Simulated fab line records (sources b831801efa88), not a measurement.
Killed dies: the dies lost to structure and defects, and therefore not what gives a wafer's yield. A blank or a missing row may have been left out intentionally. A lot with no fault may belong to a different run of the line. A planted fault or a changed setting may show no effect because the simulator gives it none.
Split-lot experiment -- flow sfq line -- 22 wafers read from 5 lots, route of 325 steps

## THE SPLIT ITSELF
At SFQ_TRILAYER_L0_LITHO_PEB_008 (peb time 60 s), the setting peb time s was moved away from the recipe's 60 s on 5 of the 22 wafers read, by -7.8% to +13.5%. The other wafers ran this setting at the recipe's value.

## FROM SPLIT TO READING: 1 step shown by the file between the two
- SFQ_TRILAYER_L0_LITHO_DEVELOP_007: time 60 s

## THE READING
L0.cd nm (the simulator's own value, which no gauge read), in nm, at SFQ_TRILAYER_L0_BARC_OPEN_METAL_ETCH_010 (etches BARC in O2, target depth 125 nm, time 41.7 s). The file gives no usual value for it. Across the 17 wafers here that went through the recipe, the average is 2000 nm and the standard deviation 1 nm.

wafer,"tool, chamber at the split","peb time s as run, s",against the recipe,"L0.cd nm, nm",against lot-mates on the recipe
L074.1,"litho track-03, 0",60,recipe,2000,-
L074.4,"litho track-03, 0",60,recipe,2000,-
L074.2,"litho track-03, 0",60,recipe,2002,-
L074.5,"litho track-03, 0",60,recipe,2001,-
L074.6,"litho track-03, 0",60,recipe,2001,-
L078.1,"litho track-03, 0",60,recipe,2002,-
L078.4,"litho track-03, 0",60,recipe,2002,-
L078.3,"litho track-03, 0",60,recipe,2001,-
L081.2,"litho track-04, 0",60,recipe,1999,-
L081.3,"litho track-04, 0",60,recipe,1999,-
L081.5,"litho track-04, 0",60,recipe,1999,-
L081.4,"litho track-04, 0",60,recipe,2000,-
L082.1,"litho track-04, 0",60,recipe,2002,-
L082.2,"litho track-04, 0",55.31,-7.8%,2013,+12
L082.3,"litho track-04, 0",60,recipe,2000,-
L082.4,"litho track-04, 0",60,recipe,2000,-
L082.6,"litho track-04, 0",55.31,-7.8%,2014,+13
L083.1,"litho track-03, 0",68.13,+13.5%,1982,-18
L083.3,"litho track-03, 0",60,recipe,2000,-
L083.6,"litho track-03, 0",60,recipe,2000,-
L083.4,"litho track-03, 0",68.13,+13.5%,1984,-16
L083.5,"litho track-03, 0",68.13,+13.5%,1983,-17

FIT RESULTS
A straight line over all 22 wafers: L0.cd nm changes by -1.37 nm for each +1% of peb time s; r = -0.99; the points scatter about the line by 1.3 nm.
The same after taking each lot's own level away (the mean of its wafers on the recipe; 22 wafers): -1.34 nm for each +1%; r = -0.99; scatter 1 nm.
On that fit, the largest move of peb time s shifts the reading by 18 nm.
Across the lots, their own levels run from 1999.2 to 2001.7 nm, a range of 2.3 times the standard deviation given above.
So the lot-to-lot level changes the slope little: the two slopes agree.
Check: with one of the wafers moved furthest among these (+13.5%) left out of the fit, the line predicts -17.7 nm for it against its lot-mates. Against them it came out at -18 nm.

## THE OTHER SPLITS THESE WAFERS WENT THROUGH
Note: prior to the reading, these wafers also went through further splits. Each is held against what the fit with the lots' levels taken away leaves over:
other split on the same wafers,wafers away from the commonest value,r with L0.cd nm (lot level and that fit taken away)
SFQ_TRILAYER_INCOMING_OXIDATION_002 temp c,17,+0.00

## FILE'S OWN FIT
L0.cd nm changes by -1.33 nm for each +1% of peb time s, r = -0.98.
